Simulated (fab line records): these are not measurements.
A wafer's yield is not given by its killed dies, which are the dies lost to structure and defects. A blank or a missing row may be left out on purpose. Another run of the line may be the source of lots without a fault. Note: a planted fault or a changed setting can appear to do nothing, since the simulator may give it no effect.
2 desks, one fault | flow gf180mcu | numbers are kept per desk, each desk with only its own; the story behind them comes last

## THE TOOL OWNER'S DESK: pecvd-01
The tool's own readings at GF_V3_CVD_02 (deposits SiO2 from TEOS, target thk 850 nm, time 94.851 s): means of the sampled wafers that have a number, for each lot that ran on this tool. The brackets show how far a lot's mean lies from the usual mean; more than 4 standard deviations puts the lot out of limits, marked OUT.
Columns: A = heater-power-w at GF_V3_CVD_02, usual 636 W
lot  | first seen here | A
L929 | day 21 14:10    | 586
L930 | day 21 21:29    | 596
L931 | day 22 09:48    | 589
L935 | day 23 18:14    | 553
L941 | day 25 20:37    | 597
L949 | day 28 07:05    | 643
L950 | day 28 16:07    | 623
L951 | day 28 20:58    | 609
L952 | day 29 04:10    | 637
This desk's finding: nothing out of limits on any of the 9 lots.

## THE METROLOGY DESK
Lot by lot, what the gauges showed, no matter which tool ran the lot: averages of those sampled wafers that carry a number. The brackets show how far a lot's mean lies from the usual mean; more than 4 standard deviations puts the lot out of limits, marked OUT.
Columns: A = cd-nm at GF_M2_CD_MEAS_14, usual 280.4 nm; B = cd-nm at GF_V2_CD_MEAS_14, usual 259.5 nm; C = V3_CVD_02_THK at GF_V3_THK_MEAS_03, usual 851 nm
lot  | first seen here | A     | B     | C
L929 | day 19 09:27    | 280.4 | 260.6 | 850
L930 | day 19 17:02    | 279.1 | 258.2 | 843
L931 | day 20 04:48    | 282.0 | 261.3 | 1014 (+16) OUT
L935 | day 21 15:50    | 280.6 | 259.5 | 1007 (+16) OUT
L940 | day 23 16:37    | 278.9 | 257.5 | 857
L941 | day 23 20:40    | 282.4 | 258.9 | 859
L942 | day 24 06:31    | 282.0 | 257.7 | 850
L946 | day 25 15:33    | 279.2 | 259.4 | 852
L949 | day 26 10:05    | 280.9 | 259.6 | 862
L950 | day 26 19:10    | 278.0 | 259.3 | 849
L951 | day 27 00:04    | 280.0 | 259.4 | 856
L952 | day 27 08:33    | 280.8 | 261.5 | 859
Finding of this desk: L931, L935 out of limits, first seen on L931 at day 22 09:53 (V3_CVD_02_THK at GF_V3_THK_MEAS_03). In limits: L929, L930, L940, L941, L942, L946, L949, L950, L951, L952.

## TAKEN TOGETHER
The metrology desk could have raised an alarm at day 22 09:53, on L931, L935.
Nothing out of limits was seen by the tool owner's desk.
On record at the tool owner's desk: L931, L935, within its limits.
The lots listed all ran GF_V3_CVD_02 on pecvd-01.

## WHAT HAD BEEN PUT IN BY THE SIMULATOR
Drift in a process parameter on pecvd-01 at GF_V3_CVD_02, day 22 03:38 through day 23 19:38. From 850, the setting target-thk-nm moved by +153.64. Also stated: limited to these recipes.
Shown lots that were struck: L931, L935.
Time in hours between the start of the fault and the first out-of-limits reading at each desk: metrology desk, 6.
